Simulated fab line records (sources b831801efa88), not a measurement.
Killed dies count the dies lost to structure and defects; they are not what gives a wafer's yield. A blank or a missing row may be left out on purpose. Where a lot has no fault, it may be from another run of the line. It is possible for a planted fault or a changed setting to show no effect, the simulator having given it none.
The same fault as seen by 2 desks | flow gf180mcu | numbers are kept per desk, each desk with only its own; the story behind them comes last

== TOOL OWNER'S DESK, implanter-04 ==
The tool's own readings at GF_LVPWELL_IMPLANT_09: means of the sampled wafers that have a number, for each lot that ran on this tool. Marked OUT: a lot whose mean sits more than 4 standard deviations from the usual mean, which makes it out of limits; the brackets give that distance.
Columns: A = beamEnergyKeV at GF_LVPWELL_IMPLANT_09, usual 59.995; B = faradayCurrentUA at GF_LVPWELL_IMPLANT_09, usual 28.3
lot  | first seen here | A      | B
L439 | day 4 08:44     | 59.997 | 28.2
L441 | day 4 19:37     | 59.988 | 28.6
L447 | day 5 22:23     | 59.985 | 28.1
L455 | day 7 19:58     | 59.992 | 28.3
L457 | day 8 08:52     | 60.013 | 28.3
Finding of this desk: none of the 5 lots has anything out of limits.

== AT THE METROLOGY DESK ==
Lot by lot, what the gauges showed, no matter which tool ran the lot: averages of those sampled wafers that carry a number. Marked OUT: a lot whose mean sits more than 4 standard deviations from the usual mean, which makes it out of limits; the brackets give that distance.
Columns: A = LVPWELL_RS at GF_VT_IMPLANT_RS_MEAS_48, usual 1196.3 ohm/sq; B = PSD_OVL at GF_PSD_OVL_MEAS_08, usual 1.1 nm
lot  | first seen here | A                 | B
L438 | day 7 04:34     | 1192.9            | 1.6
L439 | day 8 04:11     | 1200.1            | 3.6
L440 | day 8 15:22     | 1190.7            | 1.7
L441 | day 8 16:58     | 1202.8            | 0.3
L442 | day 9 03:52     | 1197.3            | 0.7
L443 | day 9 14:01     | 1194.3            | 1.7
L444 | day 9 16:49     | 1198.6            | 2.0
L445 | day 9 17:43     | 1196.3            | 0.6
L446 | day 10 02:25    | 1196.7            | 0.4
L447 | day 10 03:13    | 1198.6            | 2.3
L455 | day 12 09:01    | 1225.7 (+10) OUT  | 0.3
L457 | day 12 22:11    | 1216.9 (+7.1) OUT | 3.1
L459 | day 13 13:14    | 1199.9            | 2.6
This desk's result: L455, L457 out of limits, first on L455 (LVPWELL_RS at GF_VT_IMPLANT_RS_MEAS_48), day 12 09:01. L438, L439, L440, L441, L442, L443, L444, L445, L446, L447, L459 stayed within limits.

== BROUGHT TOGETHER ==
The metrology desk could have raised an alarm at day 12 09:01, on L455, L457.
The desk of the tool owner found nothing out of limits.
Tool owner's desk: L455, L457 on record, inside its limits.
Every lot named ran GF_LVPWELL_IMPLANT_09 on implanter-04.

== WHAT HAD BEEN PUT IN BY THE SIMULATOR ==
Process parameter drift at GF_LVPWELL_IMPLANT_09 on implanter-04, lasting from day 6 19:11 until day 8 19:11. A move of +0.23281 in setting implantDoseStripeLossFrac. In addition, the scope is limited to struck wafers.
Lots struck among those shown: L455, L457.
Delay in hours, fault start to first out-of-limits reading, per desk: metrology desk 134.
